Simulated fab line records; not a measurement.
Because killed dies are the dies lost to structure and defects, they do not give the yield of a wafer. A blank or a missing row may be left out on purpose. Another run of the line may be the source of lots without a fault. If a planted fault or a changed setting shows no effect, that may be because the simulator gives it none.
Which tool did it? -- flow sky130 -- 11 lots with 31 wafers sampled at 3 steps, on a route of 708 steps

== WHAT EACH GAUGE READ, for each wafer ==
SKY_METAL1_OVL_MEAS_16.
lot,measured,on,METAL1_OVL (nm)
L133,day 32 19:57,overlay-02,-6 -3 5
L134,day 33 00:06,overlay-01,4 5 -3
L136,day 34 07:06,overlay-01,7 4 -5
L138,day 34 11:29,overlay-02,8 -9
L139,day 34 18:18,overlay-01,1 -5
L149,day 38 10:11,overlay-02,8 3 4
L151,day 38 20:03,overlay-01,-6 1 -6
L152,day 39 01:54,overlay-01,-8 -1 -6
L153,day 39 06:08,overlay-01,0 3 6
L155,day 39 18:47,overlay-01,4 9 4
L156,day 39 22:10,overlay-02,11 -6 2

SKY_VIA1_OVL_MEAS_13.
lot,measured,on,VIA1_OVL (nm)
L133,day 33 23:51,overlay-02,0 -4 -2
L134,day 34 04:12,overlay-02,-7 -11 -6
L136,day 35 11:23,overlay-01,-4 -5 2
L138,day 35 16:08,overlay-02,-7 -1
L139,day 35 22:05,overlay-01,-2 -7
L149,day 39 12:53,overlay-02,-2 6 -3
L151,day 39 21:56,overlay-01,1 -1 1
L152,day 40 04:35,overlay-01,0 2 0
L153,day 40 08:26,overlay-02,3 2 7
L155,day 40 21:18,overlay-01,-4 -8 -10
L156,day 41 01:04,overlay-01,-10 -12 -9

== WHAT TOOL EACH LOT RAN ON (gives the tool, then ch and the chambers of the sampled wafers, and finally the start) ==
lot,SKY_METAL1_DESCUM_17
L133,"rie-metal-04 ch 0,1, day 32 19:59"
L134,"rie-metal-04 ch 0,1, day 33 00:08"
L136,"rie-metal-02 ch 0, day 34 07:09"
L138,"rie-metal-03 ch 0,1, day 34 11:31"
L139,"rie-metal-03 ch 1, day 34 18:20"
L149,"rie-metal-03 ch 0,1, day 38 10:13"
L151,"rie-metal-02 ch 0,1, day 38 20:05"
L152,"rie-metal-02 ch 1, day 39 01:56"
L153,"rie-metal-02 ch 1, day 39 06:10"
L155,"rie-metal-04 ch 0,1, day 39 18:49"
L156,"rie-metal-04 ch 0,1, day 39 22:11"
- SKY_METAL1_DESCUM_17: chemistry O2, time 8 s.

== WHAT THE TOOLS THEMSELVES READ (means of the sampled wafers that have a number; where no wafer has one, the mark that the record gives instead) ==
SKY_METAL1_DESCUM_17.
lot,tool,drypump-motor-current-A (A),oes-product-au (a.u.)
L133,rie-metal-04,6.6,1.016
L134,rie-metal-04,6.5,1.012
L136,rie-metal-02,6.0,0.993
L138,rie-metal-03,5.8,0.997
L139,rie-metal-03,6.1,1.005
L149,rie-metal-03,5.9,1.004
L151,rie-metal-02,6.4,0.991
L152,rie-metal-02,6.6,0.999
L153,rie-metal-02,6.6,0.997
L155,rie-metal-04,6.5,1.017
L156,rie-metal-04,6.5,1.008

== THE ANSWER, worked out from the rows above alone ==
Rule: the usual values come from the lots themselves. The widest of any qualifying gaps counts: lots, ordered by their means at a reading, are off when they make up no more than a third of the lots, leave a main group of 4 or more, and stand apart from it by 3 or more times the standard deviation of that group's means. The tables above print the reading to a certain number of digits; a main group whose means all agree to those digits is not used. A lot without any number at a reading at which 4 lots or more have one is off too. Any other lot the step has rows for is counted as sound. Order of review: gauges by route order, followed by the tools' own readings, for which a lot's mean as printed above is used. The first step at which some lot is off is used, and at that step the reading that is off furthest; a lot without a number counts as furthest.
Across all readings shown, no lot is off: no conclusion can be drawn from this.

== WHAT THE SIMULATOR HAD PUT IN ==
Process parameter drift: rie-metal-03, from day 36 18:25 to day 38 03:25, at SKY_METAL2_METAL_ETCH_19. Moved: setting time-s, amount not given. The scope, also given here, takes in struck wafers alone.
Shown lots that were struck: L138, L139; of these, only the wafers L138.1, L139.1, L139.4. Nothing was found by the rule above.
